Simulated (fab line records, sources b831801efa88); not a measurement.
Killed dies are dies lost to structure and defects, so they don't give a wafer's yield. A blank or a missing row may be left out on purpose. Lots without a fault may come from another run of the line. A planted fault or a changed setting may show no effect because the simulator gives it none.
Which tool did it? | flow sky130 | 12 lots, 36 wafers sampled, at 5 steps of a route of 708

WHAT THE GAUGES READ, wafer by wafer
SKY_SONOS_ONO_CD_MEAS_13: target cd 410 nm.
lot  | measured     | on        | cd_nm (nm)
L161 | day 12 11:17 | cd_sem-02 | 409.8 409.4 408.6
L162 | day 13 02:46 | cd_sem-02 | 409.9 410.3 409.7
L163 | day 13 03:21 | cd_sem-01 | 410.5 408.3 408.7
L165 | day 14 01:19 | cd_sem-01 | 411.3 411.4 410.5
L167 | day 14 12:37 | cd_sem-01 | 412.7 410.9 411.3
L174 | day 17 03:20 | cd_sem-01 | 368.5 371.7 396.7
L175 | day 17 10:26 | cd_sem-01 | 387.2 366.2 378.2
L176 | day 18 01:36 | cd_sem-01 | 410.0 406.8 405.9
L180 | day 19 08:44 | cd_sem-01 | 411.4 411.1 409.4
L181 | day 19 09:31 | cd_sem-02 | 407.8 409.2 410.3
L182 | day 19 20:26 | cd_sem-02 | 409.4 411.7 409.7
L183 | day 20 01:37 | cd_sem-01 | 413.8 412.4 411.3

SKY_GATE_OXIDE_OVL_MEAS_10.
lot  | measured     | on         | GATE_OXIDE_OVL (nm)
L161 | day 13 15:40 | overlay-02 | -0.3 1.2 2.1
L162 | day 14 06:10 | overlay-01 | 0.4 -0.6 2.0
L163 | day 14 07:23 | overlay-01 | 0.2 -1.5 -0.4
L165 | day 15 06:01 | overlay-01 | 0.2 -0.8 0.3
L167 | day 15 18:04 | overlay-01 | 0.5 -2.8 -1.7
L174 | day 18 16:41 | overlay-01 | 1.8 0.6 -0.4
L175 | day 18 23:35 | overlay-02 | -1.7 0.7 0.8
L176 | day 19 14:47 | overlay-02 | 0.6 1.8 0.6
L180 | day 20 17:04 | overlay-01 | -1.1 -0.8 -0.5
L181 | day 20 18:46 | overlay-01 | -0.6 -2.3 -0.3
L182 | day 21 04:47 | overlay-01 | 0.4 -0.5 -0.1
L183 | day 21 11:07 | overlay-02 | -2.4 -0.7 -0.6

SKY_RES_PROTECT_TW_MEAS_08.
lot  | measured     | on            | POLY_GATE_TW
L161 | day 14 22:32 | film_metro-04 | 4034 4034 4035
L162 | day 15 12:14 | film_metro-04 | 4039 4039 4036
L163 | day 15 14:44 | film_metro-03 | 4008 4017 4053
L165 | day 16 13:41 | film_metro-03 | 4044 4046 4030
L167 | day 17 02:30 | film_metro-03 | 4055 4044 4044
L174 | day 20 04:38 | film_metro-01 | 4007 3975 3980
L175 | day 20 09:47 | film_metro-03 | 4034 4061 4040
L176 | day 21 02:53 | film_metro-01 | 4001 3964 3980
L180 | day 22 15:13 | film_metro-03 | 4014 4029 4034
L181 | day 22 15:36 | film_metro-01 | 4029 4014 3988
L182 | day 22 15:55 | film_metro-03 | 4028 4018 4029
L183 | day 22 21:13 | film_metro-01 | 4001 3996 4009

WHICH TOOL RAN EACH LOT (tool, then ch and the chambers of the sampled wafers, then the start)
lot  | SKY_SONOS_ONO_EXPOSE_10             | SKY_RES_PROTECT_STRIP_07
L161 | iline_stepper-02 ch 0, day 11 23:18 | plasma_asher-03 ch 0,1, day 14 22:26
L162 | iline_stepper-02 ch 0, day 12 14:40 | plasma_asher-03 ch 0, day 15 12:08
L163 | iline_stepper-01 ch 0, day 12 15:04 | plasma_asher-03 ch 0,1, day 15 14:38
L165 | iline_stepper-01 ch 0, day 13 11:55 | plasma_asher-01 ch 0, day 16 13:35
L167 | iline_stepper-01 ch 0, day 14 00:07 | plasma_asher-04 ch 0,1, day 17 02:25
L174 | iline_stepper-01 ch 0, day 16 14:02 | plasma_asher-01 ch 0,1, day 20 04:32
L175 | iline_stepper-01 ch 0, day 16 20:54 | plasma_asher-03 ch 0,1, day 20 09:41
L176 | iline_stepper-02 ch 0, day 17 12:01 | plasma_asher-01 ch 0,1, day 21 02:47
L180 | iline_stepper-02 ch 0, day 18 18:04 | plasma_asher-04 ch 0,1, day 22 15:07
L181 | iline_stepper-02 ch 0, day 18 18:43 | plasma_asher-03 ch 0,1, day 22 15:31
L182 | iline_stepper-02 ch 0, day 19 04:44 | plasma_asher-01 ch 0,1, day 22 15:49
L183 | iline_stepper-02 ch 0, day 19 09:38 | plasma_asher-04 ch 0,1, day 22 21:07
- SKY_SONOS_ONO_EXPOSE_10: exposes mask ONOM, target cd 410 nm.
- SKY_RES_PROTECT_STRIP_07: strips in O2/N2.

WHAT THE TOOLS THEMSELVES READ (means of the sampled wafers that have a number; where no wafer has one, the mark that the record gives instead)
SKY_SONOS_ONO_EXPOSE_10.
lot  | tool             | exposure_dose_mJ_cm2
L161 | iline_stepper-02 | 147.69
L162 | iline_stepper-02 | 147.91
L163 | iline_stepper-01 | 147.62
L165 | iline_stepper-01 | 147.96
L167 | iline_stepper-01 | 147.79
L174 | iline_stepper-01 | 147.78
L175 | iline_stepper-01 | 147.69
L176 | iline_stepper-02 | 147.92
L180 | iline_stepper-02 | 147.94
L181 | iline_stepper-02 | 147.69
L182 | iline_stepper-02 | 147.80
L183 | iline_stepper-02 | 147.79

SKY_RES_PROTECT_STRIP_07.
lot  | tool            | drypump_motor_current_A (A) | oes_product_au (a.u.) | strip_time_to_endpoint_s (s)
L161 | plasma_asher-03 | 5.6                         | 0.511                 | 23.34
L162 | plasma_asher-03 | 5.8                         | 0.516                 | 23.37
L163 | plasma_asher-03 | 5.7                         | 0.517                 | 23.35
L165 | plasma_asher-01 | 5.4                         | 0.521                 | 23.43
L167 | plasma_asher-04 | 6.0                         | 0.517                 | 23.41
L174 | plasma_asher-01 | 5.7                         | 0.517                 | 23.32
L175 | plasma_asher-03 | 5.6                         | 0.514                 | 23.31
L176 | plasma_asher-01 | 6.1                         | 0.518                 | 23.31
L180 | plasma_asher-04 | 6.0                         | 0.515                 | 23.34
L181 | plasma_asher-03 | 5.6                         | 0.513                 | 23.31
L182 | plasma_asher-01 | 5.7                         | 0.519                 | 23.46
L183 | plasma_asher-04 | 6.3                         | 0.522                 | 23.40

THE ANSWER, worked out from the rows above alone
Rule: what is usual is taken from the lots themselves. Put in order of their means at a reading, lots are off if they are a third of the lots or fewer, leave a main group of 4 or more, and stand apart from it by a gap of 3 or more times the standard deviation of the main group's means; of several such gaps the widest counts. A main group whose means are all the same, to the digits that the tables above print for the reading, isn't used. A lot without any number at a reading at which 4 lots or more have one is off too. The other lots that the step has rows for count as sound. The gauges are gone through in route order, then the tools' own readings, and for those a lot's mean is taken as printed above. The first step at which some lot is off is used, and at that step the reading that is off furthest; a lot without a number counts as furthest.
Off: L174, L175, at SKY_SONOS_ONO_CD_MEAS_13 (cd_nm). The main group: mean 410.1 nm, standard deviation 1.4.
A tool fits if, at a process step before that reading, it ran every lot that is off, and no sound lot after the first of them. The gauges at SKY_SONOS_ONO_CD_MEAS_13 are tried like those tools. One fits: iline_stepper-01 at SKY_SONOS_ONO_EXPOSE_10. Its last sound lot is L167 (day 14 00:07), its first lot that is off L174 (day 16 14:02): a fault that began between those two fits.

WHAT THE SIMULATOR HAD PUT IN
Process parameter drift: iline_stepper-01, from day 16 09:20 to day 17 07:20, at SKY_SONOS_ONO_EXPOSE_10. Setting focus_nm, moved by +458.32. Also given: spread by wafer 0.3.
Lots struck among those shown: L174, L175. The rule above found the same.
